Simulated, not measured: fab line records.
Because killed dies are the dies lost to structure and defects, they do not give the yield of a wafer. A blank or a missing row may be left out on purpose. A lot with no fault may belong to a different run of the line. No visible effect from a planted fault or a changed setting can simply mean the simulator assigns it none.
Matching of chambers :: flow sky130 :: SKY_VIA1_CMP_02 on cmp-01 has 4 sister chambers
The step polishes SiO2. 4 wafers are shown with their chamber, then 8 later ones without.

## EACH WAFER AND ITS CHAMBER
wafer: L935.6
chamber: 3
motor current A (A): 10.7

wafer: L940.1
chamber: 1
motor current A (A): 11.9

wafer: L940.3
chamber: 0
motor current A (A): 12.2

wafer: L943.1
chamber: 2
motor current A (A): 11.0

## WAFERS WITHOUT THEIR CHAMBER
wafer: L943.3
motor current A (A): 11.5

wafer: L943.5
motor current A (A): 11.1

wafer: L944.1
motor current A (A): 10.7

wafer: L944.4
motor current A (A): 10.0

wafer: L944.5
motor current A (A): 12.1

wafer: L956.1
motor current A (A): 10.7

wafer: L956.4
motor current A (A): 11.8

wafer: L956.6
motor current A (A): 10.9

## WHICH CHAMBER EACH WENT THROUGH
wafer: L943.3
from the rows above: can't be placed: 1 or 2 or 0 or 3
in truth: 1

wafer: L943.5
from the rows above: can't be placed: 2 or 3
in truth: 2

wafer: L944.1
from the rows above: can't be placed: 3 or 2
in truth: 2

wafer: L944.4
from the rows above: can't be placed: 3 or 2
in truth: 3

wafer: L944.5
from the rows above: can't be placed: 0 or 1
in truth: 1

wafer: L956.1
from the rows above: can't be placed: 3 or 2
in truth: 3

wafer: L956.4
from the rows above: can't be placed: 1 or 0
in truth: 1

wafer: L956.6
from the rows above: can't be placed: 2 or 3
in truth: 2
Correct placement for 0 of the 8. These rows do not allow placing 8 (true chamber among the candidates in 8). Placed wrongly: 0.
How it was worked out, from the rows above alone: a wafer's distance from a chamber is the root of the sum, over the readings, of the square of ((its reading less the chamber's mean) divided by the reading's scatter). If the next closest chamber is less than 2 further off than the closest, the wafer can't be placed; otherwise it belongs to the closest. A chamber's mean is the mean of its shown wafers. The scatter (one wafer shown for each chamber): square how far every hidden wafer sits from the nearest shown wafer, average those squares and take the square root.
